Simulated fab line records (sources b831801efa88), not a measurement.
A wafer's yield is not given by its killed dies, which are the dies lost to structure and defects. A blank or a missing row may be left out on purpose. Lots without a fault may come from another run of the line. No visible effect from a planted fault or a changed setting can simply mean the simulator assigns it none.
What tool caused it? | flow sky130 | 39 wafers from 13 lots sampled at 3 of the route's 708 steps

== WHAT THE GAUGES READ, wafer by wafer ==
SKY_METAL4_CD_MEAS_13 targets a cd of 300 nm. Usual: cd nm at 300.3 nm, with a standard deviation of 1.7.
lot  | measured     | on        | cd nm (nm)        | flag
L257 | day 42 06:05 | cd sem-01 | 298.1 299.0 298.7 |
L260 | day 43 11:13 | cd sem-02 | 298.7 298.6 298.1 |
L261 | day 43 13:32 | cd sem-01 | 300.6 301.1 300.8 |
L262 | day 43 23:08 | cd sem-01 | 304.2 303.6 303.6 |
L263 | day 44 07:28 | cd sem-01 | 298.6 300.7 297.7 |
L264 | day 44 13:31 | cd sem-01 | 300.6 302.3 301.0 |
L265 | day 45 06:31 | cd sem-02 | 303.0 302.6 304.4 |
L266 | day 45 12:29 | cd sem-02 | 301.6 300.6 299.0 |
L275 | day 47 00:55 | cd sem-02 | 300.6 301.1 301.5 |
L276 | day 47 08:06 | cd sem-01 | 298.9 298.9 298.8 |
L278 | day 47 22:17 | cd sem-01 | 299.4 302.1 297.4 |
L277 | day 48 01:59 | cd sem-01 | 299.6 300.5 298.3 |
L279 | day 48 04:17 | cd sem-01 | 304.0 303.1 304.0 |

== WHICH TOOL RAN EACH LOT (tool, then ch and the chambers of the sampled wafers, then the start) ==
lot  | SKY_SPACER_CVD_00           | SKY_CAP2M_CVD_00
L257 | lpcvd-02 ch 0, day 23 03:29 | pecvd-02 ch 0,1,2, day 40 03:44
L260 | lpcvd-02 ch 0, day 24 19:21 | pecvd-02 ch 0,1, day 41 10:49
L261 | lpcvd-02 ch 0, day 24 20:34 | pecvd-04 ch 1,2, day 41 13:39
L262 | lpcvd-02 ch 1, day 25 10:22 | pecvd-03 ch 0,2, day 41 23:14
L263 | lpcvd-02 ch 1, day 25 22:08 | pecvd-04 ch 0,1,2, day 42 10:20
L264 | lpcvd-02 ch 1, day 26 07:31 | pecvd-02 ch 0,1,2, day 42 14:45
L265 | lpcvd-02 ch 1, day 27 03:30 | pecvd-04 ch 0,2, day 43 10:05
L266 | lpcvd-02 ch 1, day 27 10:31 | pecvd-02 ch 0,1, day 43 14:55
L275 | lpcvd-02 ch 0, day 29 16:40 | pecvd-03 ch 0,2, day 45 06:16
L276 | lpcvd-02 ch 1, day 29 23:32 | pecvd-03 ch 0,1,2, day 45 13:23
L278 | lpcvd-02 ch 1, day 30 20:26 | pecvd-03 ch 0,1,2, day 46 04:26
L277 | lpcvd-02 ch 1, day 30 23:44 | pecvd-03 ch 1,2, day 46 08:56
L279 | lpcvd-02 ch 1, day 30 23:44 | pecvd-03 ch 0,1,2, day 46 11:25
- SKY_SPACER_CVD_00: deposits Si3N4 from DCS/NH3, target thk 43.1 nm, time 740 s.
- SKY_CAP2M_CVD_00: deposits SiO2, target thk 15.5 nm.

== AS READ BY THE TOOLS THEMSELVES (means over the sampled wafers that have a number; for cases with no such wafer, the mark the record gives instead) ==
SKY_SPACER_CVD_00. Usual: spike tc upper C 769.5 C, standard deviation 1.6; zone power centre pct 12.51 %, standard deviation 0.22.
lot  | tool     | spike tc upper C (C) | zone power centre pct (%) | flag
L257 | lpcvd-02 | 768.2                | 12.30                     |
L260 | lpcvd-02 | 767.8                | 12.33                     |
L261 | lpcvd-02 | 767.7                | 12.30                     |
L262 | lpcvd-02 | 769.8                | 12.70                     |
L263 | lpcvd-02 | 770.5                | 12.66                     |
L264 | lpcvd-02 | 770.5                | 12.51                     |
L265 | lpcvd-02 | 770.8                | 12.72                     |
L266 | lpcvd-02 | 770.5                | 12.56                     |
L275 | lpcvd-02 | 769.3                | 12.34                     |
L276 | lpcvd-02 | 770.5                | 12.59                     |
L278 | lpcvd-02 | 770.2                | 12.70                     |
L277 | lpcvd-02 | 770.4                | 12.77                     |
L279 | lpcvd-02 | 771.0                | 12.82                     |

SKY_CAP2M_CVD_00. Usual: heater power w at 765 W, with a standard deviation of 90.
lot  | tool     | heater power w (W) | flag
L257 | pecvd-02 | 784                |
L260 | pecvd-02 | 742                |
L261 | pecvd-04 | 676                |
L262 | pecvd-03 | 718                |
L263 | pecvd-04 | 752                |
L264 | pecvd-02 | 781                |
L265 | pecvd-04 | 754                |
L266 | pecvd-02 | 789                |
L275 | pecvd-03 | 749                |
L276 | pecvd-03 | 762                |
L278 | pecvd-03 | 774                |
L277 | pecvd-03 | 819                |
L279 | pecvd-03 | 770                |

== THE ANSWER, worked out from the rows above alone ==
Rule: take the mean of a lot's wafers that have a number; if it is more than 3 standard deviations from the usual mean, the lot is off. A lot without any number at a reading at which 4 lots or more have one is off too. All remaining lots with rows at the step are treated as sound. Order of review: gauges by route order, followed by the tools' own readings, for which a lot's mean as printed above is used. At the first step where some lot is off, the reading lying furthest off is the one used; lots without a number count as furthest.
No lot is off at any reading shown: from this, nothing can be told.

== WHAT THE SIMULATOR HAD INSERTED ==
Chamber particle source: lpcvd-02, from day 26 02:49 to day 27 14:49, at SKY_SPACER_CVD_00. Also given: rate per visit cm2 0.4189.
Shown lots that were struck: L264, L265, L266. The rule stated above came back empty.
